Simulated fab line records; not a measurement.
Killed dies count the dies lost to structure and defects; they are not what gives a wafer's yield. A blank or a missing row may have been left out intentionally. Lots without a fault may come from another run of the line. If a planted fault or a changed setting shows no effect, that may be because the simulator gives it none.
Struck lot and sound lot, side by side || flow sky130 || 17 out of 708 route steps
Sound: the wafers L743.1, L743.3, L743.4. Struck: wafers L748.1, L748.2, L748.3. The cause is given at the end.
For every step that has rows: the tool of each side, followed by ch and its chambers, followed by its first start. Under that, the readings that differ: sound wafers || struck wafers || difference of the means || sigmas: that difference in standard deviations of wafers without a fault.
alike: a reading whose means differ by less than 2 such deviations, as well as words and numbers matching on both sides. not compared: withheld readings; readings where some wafer has no value; bounds like >300 that might hide an equal value; numbers whose values overlap and for which the record gives no deviation.
The two part at a step that has a row with sigmas, a row that says differs or no value, or rows on one side only. Numbers that have no deviation but don't overlap get no sigmas and don't part them. A reading that every wafer of one side lacks parts them only if that side has two wafers or more.

SKY_GATE_OXIDE_TW_MEAS_14:
  sound on film_metro-04 at day 15 23:01; struck on film_metro-03 at day 17 14:10
  alike: GATE_OXIDE_TW
then, 3 steps without rows for these wafers: SKY_GATE_OXIDE_CLEAN_15 (cleans in SC1/SC2, time 150 s); SKY_GATE_OXIDE_OXIDATION_16 (stabilise 600 s, purge 300 s, target thk 3.57 nm); SKY_POLY_GATE_CVD_00 (deposits poly-Si, target thk 180 nm, time 720 s).
SKY_POLY_GATE_THK_MEAS_01:
  sound on film_metro-03 at day 16 09:11; struck on film_metro-01 at day 17 18:19
  alike: POLY_GATE_CVD_00_THK
then, 7 steps without rows for these wafers: SKY_RES_PROTECT_DEHYDRATE_00 (time 60 s); SKY_RES_PROTECT_HMDS_01 (prime time 60 s); SKY_RES_PROTECT_COAT_02 (resist thk 1123 nm); SKY_RES_PROTECT_SOFTBAKE_03 (time 60 s); SKY_RES_PROTECT_EXPOSE_04 (exposes mask RPM, target cd 1270 nm); SKY_RES_PROTECT_PEB_05; SKY_RES_PROTECT_DEVELOP_06 (develop time 60 s).
SKY_POLY_GATE_IMPLANT_02:
  sound on implanter-04 ch 0, day 17 13:03; struck on implanter-02 ch 0, day 18 23:51
{"reading": "beam_on_s (s)", "sound": "33.8 33.6 33.6", "struck": "16.6 15.8 16.0", "difference": -17.5, "sigmas": -9}
{"reading": "dose_ions_cm2", "sound": "7.703e+15 7.706e+15 7.687e+15", "struck": "3.294e+15 3.29e+15 3.282e+15", "difference": -4.410e+15, "sigmas": "-99 or more"}
{"reading": "end_station_pressure_torr (Torr)", "sound": "1.14e-05 1.2e-05 1.05e-05", "struck": "1.29e-05 1.38e-05 1.29e-05", "difference": "+1.90e-06", "sigmas": "+3"}
SKY_RES_PROTECT_STRIP_07: strips in O2/N2.
  sound on plasma_asher-02 ch 0,1, day 17 13:12; struck on plasma_asher-01 ch 0,1, day 19 00:00
{"reading": "oes_product_au (a.u.)", "sound": "0.509 0.516 0.506", "struck": "0.557 0.566 0.565", "difference": "+0.052", "sigmas": "+11"}
{"reading": "strip_time_to_endpoint_s (s)", "sound": "23.15 23.20 23.16", "struck": "19.74 19.74 19.76", "difference": -3.42, "sigmas": -68}
  alike: drypump_motor_current_A, n2_flow_sccm
  not compared: rf_hours_counter_h
SKY_RES_PROTECT_TW_MEAS_08:
  sound on film_metro-01 at day 17 13:18; struck on film_metro-01 at day 19 00:06
{"reading": "POLY_GATE_TW", "sound": "4013 3997 4014", "struck": "3744 3735 3725", "difference": -273, "sigmas": -12}
then, 1 step without rows for these wafers: SKY_RES_PROTECT_CLEAN_09 (cleans in SC1/SC2, time 150 s).
-- record jumps: 29 days separate the struck wafers' starts on either side; left off in module RES_PROTECT, taken up again in module PAD_OPEN, whose first shown step is the route's number 708 --
SKY_PAD_OPEN_PROBE_99:
  sound on prober-01 at day 47 10:46; struck on prober-02 at day 48 10:58
{"reading": "model.etest.res_poly.line_ohm_um", "sound": "510.4 531.9 524", "struck": "1290 1268 1263", "difference": "+752", "sigmas": ""}
{"reading": "model.etest.licon_poly.rc_ohm", "sound": "148.2 152.8 153.5", "struck": "687.8 699.5 663.5", "difference": "+532.1", "sigmas": ""}
{"reading": "model.etest.res_poly.rs_ohm_sq", "sound": "48.33 48.04 48.45", "struck": "120.8 119.8 119.7", "difference": "+71.8", "sigmas": ""}
{"reading": "model.etest.nfet_01v8.r_on_ohm_um", "sound": "839.6 825.9 829.5", "struck": "872.4 853.1 852.9", "difference": "+27.8", "sigmas": ""}
{"reading": "model.etest.nfet_01v8_turned.drive_ua_um", "sound": "495.4 493 498.7", "struck": "481.5 480.3 478.5", "difference": -15.6, "sigmas": ""}
{"reading": "model.etest.nfet_01v8_swapped.drive_ua_um", "sound": "491.1 492.5 497.7", "struck": "477.1 482 484", "difference": -12.7, "sigmas": ""}
{"reading": "model.etest.nfet_01v8.drive_ua_um", "sound": "493.7 494.9 500.2", "struck": "474.9 483 483.3", "difference": -15.9, "sigmas": ""}
  alike: killed_at_M0_to_M3, killed_at_M4_up, killed_at_contacts, killed_at_front_end, killed_at_other, killed_dies, killed_open, killed_short
  not compared: model.etest.nfet_01v8_lvt.drive_ua_um

## WHERE THEY PART
At SKY_POLY_GATE_IMPLANT_02 first; at SKY_RES_PROTECT_TW_MEAS_08 last (within this record only). Later steps at which nothing parts them and some readings are alike: SKY_PAD_OPEN_PROBE_99.

WHY: what had been put in by the simulator
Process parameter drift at SKY_POLY_GATE_IMPLANT_02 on implanter-02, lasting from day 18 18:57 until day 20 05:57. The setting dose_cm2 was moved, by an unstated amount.
